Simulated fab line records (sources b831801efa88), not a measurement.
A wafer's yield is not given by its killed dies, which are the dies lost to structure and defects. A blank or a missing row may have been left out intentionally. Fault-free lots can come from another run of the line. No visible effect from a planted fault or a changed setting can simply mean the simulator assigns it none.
A struck lot beside a sound one :: flow gf180mcu :: 30 steps out of a route of 602
Sound: wafers L977.1, L977.2, L977.3. Wafers struck: L988.3, L988.5, L988.6. The cause comes at the end.
At each step with rows: each side's tool, then ch and its chambers, then its first start. Under that, the readings that differ: sound wafers :: struck wafers :: difference of the means :: sigmas: that difference in standard deviations of wafers without a fault.
alike: readings with means less than 2 such deviations apart, plus words and numbers identical on both sides. not compared: withheld readings, readings lacking a value on some wafer, bounds such as >300 that could conceal the same value, and numbers that have no deviation in the record and whose values overlap.
The two part at a step that has a row with sigmas, a row that says differs or no value, or rows on one side only. Numbers that have no deviation but don't overlap get no sigmas and don't part them. A reading that every wafer of one side lacks parts them only if that side has two wafers or more.

first, 3 steps without rows for these wafers: GF_PSD_EXPOSE_04 (exposes mask Pplus, target cd 400 nm); GF_PSD_PEB_05; GF_PSD_DEVELOP_06 (develop time 60 s).
GF_PSD_CD_MEAS_07 targets a cd of 400 nm.
  sound on cd sem-02 at day 17 07:26; struck on cd sem-02 at day 21 04:35
  alike: cd nm
GF_PSD_OVL_MEAS_08:
  sound on overlay-02 at day 17 07:34; struck on overlay-02 at day 21 04:41
reading: PSD_OVL (nm)
sound: 0.7 2.1 1.5
struck: -5.3 -3.2 -2.6
difference: -5.1
sigmas: -3
after that, 1 step had no rows for these wafers: GF_PSD_IMPLANT_09.
GF_PSD_STRIP_10: strips in O2/N2.
  sound on plasma asher-03 ch 0,1, day 17 07:44; struck on plasma asher-03 ch 0,1, day 21 04:53
reading: o2 flow sccm (sccm)
sound: 2997 3016 3002
struck: 2990 2991 2981
difference: -18
sigmas: -2
  alike: drypump motor current A, heater power w, oes product au, strip time to endpoint s
  not compared: rf hours counter h
GF_PSD_TW_MEAS_11:
  sound on film metro-04 at day 17 07:50; struck on film metro-01 at day 21 04:59
  alike: PSD_TW
then, 1 step without rows for these wafers: GF_PSD_CLEAN_12 (cleans in SC1/SC2, time 150 s).
GF_PSD_RTA_13: time 20 s.
  sound on rtp anneal-02 ch 0, day 17 07:57; struck on rtp anneal-01 ch 0, day 21 05:06
reading: lamp power pct (%)
sound: 30.9 30.9 30.8
struck: 33.9 34.0 33.9
difference: +3.1
sigmas: +2
  alike: wafer_temp_C_max
GF_PSD_RS_MEAS_14: a four-point-probe measurement.
  sound on film metro-01 at day 17 08:02; struck on film metro-02 at day 21 05:11
  alike: NSD_RS
GF_PSD_RS_MEAS_15: a four-point-probe measurement.
  sound on film metro-01 at day 17 08:10; struck on film metro-02 at day 21 05:19
  alike: PSD_RS
GF_SAB_CVD_00: deposits SiO2 from TEOS, target thk 50 nm, time 4.9302 s.
  sound on pecvd-04 ch 0,1,2, day 17 08:17; struck on pecvd-04 ch 0,1,2, day 21 05:23
reading: model.SiO2_of_SAB_CVD_00.thk nm (nm)
sound: 49.43 49.69 49.32
struck: 14.88 15.31 15.14
difference: -34.37
sigmas: 
  alike: heater power w
GF_SAB_THK_MEAS_01:
  sound on film metro-02 at day 17 08:18; struck on film metro-04 at day 21 05:26
reading: SAB_CVD_00_THK (nm)
sound: 49.4 49.7 49.3
struck: 14.9 15.3 15.1
difference: -34.4
sigmas: -55
then, 3 steps without rows for these wafers: GF_SAB_DEHYDRATE_02 (time 60 s); GF_SAB_HMDS_03 (prime time 60 s); GF_SAB_COAT_04 (resist thk 1000 nm).
GF_SAB_SOFTBAKE_05: time 61.32 s.
  sound on litho track-04 ch 0, day 17 20:15; struck on litho track-04 ch 0, day 21 17:30
  alike: plate sensor t centre C, plate sensor t edge C
then, 3 steps without rows for these wafers: GF_SAB_EXPOSE_06 (exposes mask SAB, target cd 420 nm); GF_SAB_PEB_07; GF_SAB_DEVELOP_08 (develop time 60 s).
GF_SAB_CD_MEAS_09 targets a cd of 420 nm.
  sound on cd sem-01 at day 18 07:54; struck on cd sem-01 at day 22 04:56
  alike: cd nm
GF_SAB_OVL_MEAS_10:
  sound on overlay-02 at day 18 08:01; struck on overlay-02 at day 22 05:02
reading: SAB_OVL (nm)
sound: -1.8 -2.6 -1.6
struck: 1.9 1.5 1.8
difference: +3.7
sigmas: +3
GF_SAB_ETCH_11: etches SiO2 in C4F8/O2/Ar, target depth 55 nm, time 8.5 s.
  sound on rie diel-02 ch 1,2,3, day 18 08:04; struck on rie diel-01 ch 0,1,2, day 22 05:04
  alike: oes product au
  not compared: rf hours counter h
then, 1 step without rows for these wafers: GF_SAB_WET_ETCH_12 (etches SiO2 in dHF, target depth 22 nm, time 440 s).
GF_SAB_STRIP_13: strips in O2/N2.
  sound on plasma asher-02 ch 0,1, day 18 08:13; struck on plasma asher-03 ch 0,1, day 22 05:16
  alike: drypump motor current A, heater power w, o2 flow sccm, oes product au, strip time to endpoint s
  not compared: rf hours counter h
then, 1 step without rows for these wafers: GF_SALICIDE_CLEAN_00 (cleans in SC1/SC2, time 150 s).
GF_SALICIDE_WET_ETCH_01: etches SiO2 in dHF, target depth 5 nm, time 100 s.
  sound on wet bench-02 ch 0, day 18 08:22; struck on wet bench-01 ch 0, day 22 05:22
reading: model.SiO2_of_SAB_CVD_00.thk nm (nm)
sound: 38.71 39.03 38.65
struck: 5.628 5.801 5.733
difference: -33.076
sigmas: 
then, 1 step without rows for these wafers: GF_SALICIDE_SPUTTER_02 (material Co, target thk 10 nm, time 20 s).
GF_PASSIVATION_PROBE_99:
  rows exist in the record for the sound wafers here (prober-01, day 31 14:17), none for the struck ones

WHERE THEY PART
Last at GF_PASSIVATION_PROBE_99 as far as this record goes, first at GF_PSD_OVL_MEAS_08.

WHY: the cause the simulator had injected
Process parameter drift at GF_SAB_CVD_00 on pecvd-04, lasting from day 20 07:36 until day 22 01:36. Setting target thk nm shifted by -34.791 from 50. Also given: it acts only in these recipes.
